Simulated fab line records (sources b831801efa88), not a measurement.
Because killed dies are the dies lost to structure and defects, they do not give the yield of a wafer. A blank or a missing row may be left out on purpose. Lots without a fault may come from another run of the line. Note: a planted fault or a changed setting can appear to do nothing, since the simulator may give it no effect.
fab line records ; flow sky130
[record] lots = 6; wafers = 18; last-day = 50
route steps=708 shown FIELD_ISO@11
lots untouched by any fault: they come from a run of this same line in which no faults occurred
start-h: the number of hours between the record's first day and the start of the first shown wafer of the lot ; wait-h: hours elapsed since this lot's preceding step ; " identical to the entry in the row above ; L1.1+2: a single row standing in for several wafers ; - value missing, or start not given ; * or withheld: withheld ; < > ~ a bound
route shown NAME@n: names a module that has steps shown in the file, with the first one's number in the route ; usual: mean/standard deviation of fault-free wafers ; same: alike in all rows ; chamber/n: place in a boat ; sites: each site's reading ; _std_site: the values' standard deviation ; _edge_site: outer sites' mean less inner sites' ; radius-mm: how far each site lies from the wafer's centre ; mask NAME#n: copy n ; behind: the tool/chamber that last shaped the wafer ; hold: the reason the lot was held/the length of the hold in hours/how it ended ; device: transistor that didn't switch, given as n, p or np ; end of line: tests of these same wafers at the route's end ; for a step that has no rows: nothing shown but its recipe ; killed: dies lost to structure and defects at the first sort, not the wafer's yield ; map: shows each die of a wafer: x if killed, . if not, _ if none is there
set.NAME: the setting as run; set.NAME@STEP: as run at that earlier step ; model.NAME: the simulator's own value behind a step, which no gauge read
certain route steps with their lots: each step a table, each wafer a row
services: from which hour (start-h, from the record's first day; less than 0 if before it) a tool's chamber was out of use, for how many hours, and why
[[steps]]
[step SKY_FIELD_ISO_EXPOSE_10]
[recipe] mask-id = FOM; na = 0.68; source-shape = annular; sigma-inner = 0.4; sigma-outer = 0.8; target-cd-nm = 150; dose-mj = 28
[step SKY_FIELD_ISO_PEB_11]
[recipe] peb-temp-c = withheld; peb-time-s = withheld; resist = KrF-thick
[step SKY_FIELD_ISO_DEVELOP_12]
[recipe] develop-time-s = 60; resist = KrF-thick; dev-temp-c = 21
[step SKY_FIELD_ISO_CD_MEAS_13]
[recipe] target-cd-nm = 150
[usual] cd-nm = 149.7/1.3
lot.wafer;tool;chamber;start-h;wait-h;cd-nm
L733.1;cd-sem-01;-;71.75;-;150.4
L733.3;cd-sem-01;-;71.75;-;150.3
L733.6;cd-sem-01;-;71.75;-;150.4
L735.1;cd-sem-02;-;80.89;-;148.9
L735.5;cd-sem-02;-;80.89;-;149.0
L735.6;cd-sem-02;-;80.89;-;147.4
L736.1;cd-sem-01;-;84.95;-;148.1
L736.4;cd-sem-01;-;84.95;-;148.3
L736.5;cd-sem-01;-;84.95;-;147.2
L742.2;cd-sem-01;-;118.94;-;150.2
L742.5;cd-sem-01;-;118.94;-;150.7
L742.6;cd-sem-01;-;118.94;-;150.8
L745.4;cd-sem-01;-;134.11;-;149.6
L745.5;cd-sem-01;-;134.11;-;149.3
L745.6;cd-sem-01;-;134.11;-;150.0
L746.1;cd-sem-01;-;137.99;-;150.6
L746.2;cd-sem-01;-;137.99;-;149.7
L746.3;cd-sem-01;-;137.99;-;150.1
[step SKY_FIELD_ISO_ETCH_14]
[recipe] chemistry = N2/H2; target = BARC; ion-energy-ev = 200; source-w = 500; bias-w = 100; pressure-mtorr = 30; n2-flow-sccm = 100; h2-flow-sccm = 200; stop-on = SiO2; time-s = 45.9; target-depth-a = 600
[usual] drypump-motor-current-A = 5.66/0.27; oes-product-au = 0.856/0.0046; throttle-valve-pct = 13.224/0.0079
lot.wafer;tool;chamber;start-h;wait-h;drypump-motor-current-A;oes-product-au;rf-hours-counter-h;throttle-valve-pct
L733.1;rie-diel-04;2;71.87;0.1;5.75;0.856;2;13.226
L733.3;rie-diel-04;1;71.87;0.1;5.86;0.856;41;13.224
L733.6;rie-diel-04;1;71.87;0.1;5.83;0.864;-;13.221
L735.1;rie-diel-04;1;81.01;0.1;5.87;0.855;41;13.222
L735.5;rie-diel-04;3;81.01;0.1;5.37;0.854;-;13.216
L735.6;rie-diel-04;2;81.01;0.1;5.71;0.859;-;13.221
L736.1;rie-diel-02;0;85.07;0.1;5.60;0.852;147;13.220
L736.4;rie-diel-02;1;85.07;0.1;5.41;0.860;53;13.226
L736.5;rie-diel-02;2;85.07;0.1;5.60;0.857;-;13.224
L742.2;rie-diel-02;1;119.04;0.1;5.43;0.857;53;13.229
L742.5;rie-diel-02;3;119.04;0.1;5.85;0.857;-;13.228
L742.6;rie-diel-02;2;119.04;0.1;5.59;0.850;-;13.225
L745.4;rie-diel-04;1;134.17;0.0;5.84;0.862;42;13.234
L745.5;rie-diel-04;2;134.17;0.0;5.73;0.857;-;13.217
L745.6;rie-diel-04;1;134.17;0.0;5.86;0.853;-;13.229
L746.1;rie-diel-04;0;138.11;0.1;6.11;0.857;8;13.223
L746.2;rie-diel-04;2;138.11;0.1;5.73;0.859;3;13.227
L746.3;rie-diel-04;1;138.11;0.1;5.83;0.862;42;13.213
[step SKY_FIELD_ISO_ETCH_15]
[recipe] chemistry = CHF3/O2; target-depth-nm = 180; stop-on = Si; source-w = 600; bias-w = 200; pressure-mtorr = 40; chf3-flow-sccm = 50; O2_flow_sccm = 5; time-s = 72
[usual] drypump-motor-current-A = 5.65/0.27; oes-product-au = 0.944/0.0058; throttle-valve-pct = 8.844/0.01
lot.wafer;tool;chamber;start-h;wait-h;drypump-motor-current-A;oes-product-au;rf-hours-counter-h;throttle-valve-pct
L733.1;rie-diel-04;2;71.91;0.0;5.67;0.938;2;8.842
L733.3;rie-diel-04;1;71.91;0.0;5.82;0.938;41;8.852
L733.6;rie-diel-04;1;71.91;0.0;5.86;0.943;-;8.843
L735.1;rie-diel-04;1;81.05;0.0;5.88;0.942;41;8.851
L735.5;rie-diel-04;3;81.05;0.0;5.33;0.938;-;8.851
L735.6;rie-diel-04;2;81.05;0.0;5.76;0.950;-;8.857
L736.1;rie-diel-02;0;85.11;0.0;5.56;0.934;147;8.837
L736.4;rie-diel-02;1;85.11;0.0;5.43;0.940;53;8.846
L736.5;rie-diel-02;2;85.11;0.0;5.56;0.941;-;8.843
L742.2;rie-diel-02;1;119.08;0.0;5.39;0.944;53;8.849
L742.5;rie-diel-02;3;119.08;0.0;5.79;0.935;-;8.832
L742.6;rie-diel-02;2;119.08;0.0;5.60;0.943;-;8.835
L745.4;rie-diel-04;1;134.21;0.0;5.85;0.950;42;8.850
L745.5;rie-diel-04;2;134.21;0.0;5.68;0.949;-;8.867
L745.6;rie-diel-04;1;134.21;0.0;5.83;0.948;-;8.843
L746.1;rie-diel-04;0;138.15;0.0;6.12;0.949;8;8.855
L746.2;rie-diel-04;2;138.15;0.0;5.70;0.945;3;8.840
L746.3;rie-diel-04;1;138.15;0.0;5.84;0.952;42;8.843
[step SKY_FIELD_ISO_STRIP_16]
[recipe] chemistry = O2/N2; power-w = 1400; pressure-mtorr = 1500; platen-temp-c = withheld; o2-flow-sccm = 3000; n2-flow-sccm = 300; overash-fraction = 0.5
[usual] drypump-motor-current-A = 5.9/0.46; oes-product-au = 0.378/0.0041; strip-time-to-endpoint-s = 3.57/0.035
lot.wafer;tool;chamber;start-h;wait-h;drypump-motor-current-A;oes-product-au;rf-hours-counter-h;strip-time-to-endpoint-s
L733.1;plasma-asher-04;1;71.97;0.0;6.2;0.370;39;3.58
L733.3;plasma-asher-04;0;71.97;0.0;6.1;0.373;-;3.50
L733.6;plasma-asher-04;1;71.97;0.0;6.2;0.376;-;3.54
L735.1;plasma-asher-04;0;81.11;0.0;6.2;0.378;40;3.52
L735.5;plasma-asher-04;0;81.11;0.0;6.2;0.374;-;3.55
L735.6;plasma-asher-04;1;81.11;0.0;6.3;0.381;-;3.55
L736.1;plasma-asher-02;0;85.17;0.0;6.4;0.377;39;3.53
L736.4;plasma-asher-02;1;85.17;0.0;5.1;0.377;-;3.55
L736.5;plasma-asher-02;1;85.17;0.0;5.1;0.380;-;3.58
L742.2;plasma-asher-03;1;119.14;0.0;5.9;0.377;45;3.60
L742.5;plasma-asher-03;0;119.14;0.0;5.7;0.386;-;3.61
L742.6;plasma-asher-03;1;119.14;0.0;5.9;0.381;-;3.61
L745.4;plasma-asher-03;1;134.30;0.1;5.9;0.381;-;3.50
L745.5;plasma-asher-03;1;134.30;0.1;5.9;0.379;-;3.64
L745.6;plasma-asher-03;0;134.30;0.1;5.7;0.382;-;3.54
L746.1;plasma-asher-02;0;138.21;0.0;6.4;0.372;45;3.56
L746.2;plasma-asher-02;1;138.21;0.0;5.1;0.384;45;3.58
L746.3;plasma-asher-02;0;138.21;0.0;6.4;0.378;-;3.50
[step SKY_FIELD_ISO_ETCH_17]
[recipe] target-depth-a = 3420; mask-material = Si3N4; chemistry = HBr/Cl2/O2; target = Si; taper-deg = 5; icp-w = 600; bias-w = 150; pressure-mtorr = 15; HBr_flow_sccm = 150; Cl2_flow_sccm = 40; O2_flow_sccm = 6; time-s = 97.7
[usual] drypump-motor-current-A = 5.7/0.7; oes-product-au = 1.006/0.0085; throttle-valve-pct = 25.653/0.01
lot.wafer;tool;chamber;start-h;wait-h;drypump-motor-current-A;oes-product-au;rf-hours-counter-h;throttle-valve-pct
L733.1;rie-si-01;0;72.07;0.1;5.2;1.011;99;25.655
L733.3;rie-si-01;3;72.07;0.1;4.9;1.014;52;25.636
L733.6;rie-si-01;1;72.07;0.1;6.3;1.002;-;25.655
L735.1;rie-si-01;0;81.21;0.1;5.1;0.999;99;25.655
L735.5;rie-si-01;3;81.21;0.1;4.9;0.989;-;25.649
L735.6;rie-si-01;2;81.21;0.1;6.7;0.991;-;25.674
L736.1;rie-si-02;1;85.27;0.1;6.6;1.003;88;25.649
L736.4;rie-si-02;1;85.27;0.1;6.6;1.012;-;25.656
L736.5;rie-si-02;2;85.27;0.1;6.4;1.021;-;25.654
L742.2;rie-si-02;0;119.24;0.1;5.2;1.018;38;25.642
L742.5;rie-si-02;0;119.24;0.1;5.2;1.021;-;25.639
L742.6;rie-si-02;3;119.24;0.1;5.3;1.000;-;25.648
L745.4;rie-si-01;1;134.37;0.0;6.3;1.014;4;25.650
L745.5;rie-si-01;2;134.37;0.0;6.7;1.002;-;25.656
L745.6;rie-si-01;3;134.37;0.0;4.9;1.019;-;25.642
L746.1;rie-si-02;2;138.31;0.1;6.4;1.008;0;25.647
L746.2;rie-si-02;0;138.31;0.1;5.2;1.009;38;25.646
L746.3;rie-si-02;3;138.31;0.1;5.3;0.994;0;25.660
[step SKY_FIELD_ISO_WET_ETCH_18]
[recipe] chemistry = H3PO4; target-depth-nm = 25; temp-c = 160; target = Si3N4; time-s = 286
[step SKY_FIELD_ISO_CLEAN_19]
[recipe] chemistry = SC1/SC2; mix = 1:4:20; temp-c = 70; time-s = 150
[step SKY_FIELD_ISO_CLEAN_20]
[recipe] chemistry = dHF; time-s = 20; dilution = 100:1
[step SKY_FIELD_ISO_WET_ETCH_21]
[recipe] chemistry = dHF; dilution = 100:1; target-depth-nm = 20; dry = ipa-marangoni; target = SiO2; temp-c = 25; time-s = 400
[step SKY_FIELD_ISO_OXIDATION_22]
[recipe] temp-c = 950; ambient = O2; stabilise-s = 600; purge-s = 300; target-thk-a = 100; ox-time-s = 623
[usual] ox-temp-c = 949.9/0.42; ox-temp-c-max = 955.7/1.8
lot.wafer;tool;chamber;start-h;wait-h;ox-temp-c;ox-temp-c-max
L733.1;furnace-02;0;73.65;1.2;949.6;958.8
L733.3;furnace-02;0;73.65;1.2;950.4;957.9
L733.6;furnace-02;0;73.65;1.2;950.3;956.5
L735.1;furnace-01;-;81.72;0.2;-;-
L735.5;furnace-01;-;81.72;0.2;-;-
L735.6;furnace-01;-;81.72;0.2;-;-
L736.1;furnace-02;-;86.95;1.3;-;-
L736.4;furnace-02;-;86.95;1.3;-;-
L736.5;furnace-02;-;86.95;1.3;-;-
L742.2;furnace-01;0;119.58;0.0;949.2;953.5
L742.5;furnace-01;0;119.58;0.0;950.1;955.1
L742.6;furnace-01;0;119.58;0.0;949.9;954.4
L745.4;furnace-02;0;134.71;0.0;949.1;957.3
L745.5;furnace-02;0;134.71;0.0;949.2;955.4
L745.6;furnace-02;0;134.71;0.0;949.4;955.5
L746.1;furnace-01;0;139.06;0.4;949.4;954.3
L746.2;furnace-01;0;139.06;0.4;950.0;954.8
L746.3;furnace-01;0;139.06;0.4;950.0;954.1
[step SKY_FIELD_ISO_CVD_24]
[recipe] material = SiO2; target-thk-nm = 595; temp-c = 650; sigma-open-frac = 0.3; time-s = 99.2; sih4-flow-sccm = 60; pressure-mtorr = 6
[[services]]
tool;chamber;start-h;hours;kind
rie-si-02;-;53.49;1.1;repair
rie-si-01;-;55.77;0.4;repair
furnace-02;-;59.77;2.8;pm
rie-diel-04;1;63.71;3.3;repair
rie-diel-04;-;72.97;4.3;pm
rie-diel-02;3;77.44;5.3;repair
plasma-asher-03;-;78.55;2.8;pm
rie-si-02;3;84.30;-;clean
rie-si-02;3;84.30;15.1;scheduled-down
rie-si-02;3;84.30;15.1;vent-cycle
furnace-01;-;86.63;4.0;pm
plasma-asher-04;-;90.79;6.1;repair
plasma-asher-04;-;108.75;9.0;pm
plasma-asher-04;0;108.75;9.0;vent-cycle
plasma-asher-04;1;108.75;9.0;vent-cycle
rie-si-02;2;112.08;-;clean
rie-si-02;2;112.08;16.7;scheduled-down
rie-si-02;2;112.08;16.7;vent-cycle
plasma-asher-04;0;117.75;-;clean
plasma-asher-04;1;117.75;-;clean
furnace-02;-;124.06;2.6;pm
rie-diel-04;2;129.74;3.7;repair
[[key]]
[first-sign] step = SKY_FIELD_ISO_OXIDATION_22; reading = tool-record; direction = missing
effect none on later readings
met-at SKY_FIELD_ISO_OXIDATION_22
struck-wafers L735.1,L735.5,L735.6,L736.1,L736.4,L736.5
later-rows-left-out L735.1,L735.5,L735.6,L736.1,L736.4,L736.5
sort-left-out L735.1,L735.5,L735.6,L736.1,L736.4,L736.5
tester-left-out L735,L736
onset-between 73.65 81.72
[fault] kind = skipped-step-whole; tool = furnace-01,furnace-02; chamber = -; onset-h = 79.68; steps = SKY_FIELD_ISO_OXIDATION_22; scope = struck-lots-only
// tester-left-out: of these lots the tester's yield and bins aren't shown, on N5 and GAA mostly nor the transistor test; their killed dies are dies lost to structure and defects alone, not to doping, threshold or leakage, so they don't give the yield
// sort-left-out: the simulated sort isn't trusted on such a fault, so these wafers' sort isn't shown, and their yield isn't known
// later-rows-left-out: the simulator's readings of these wafers behind a module that went badly wrong aren't trusted and aren't shown, but for the sort
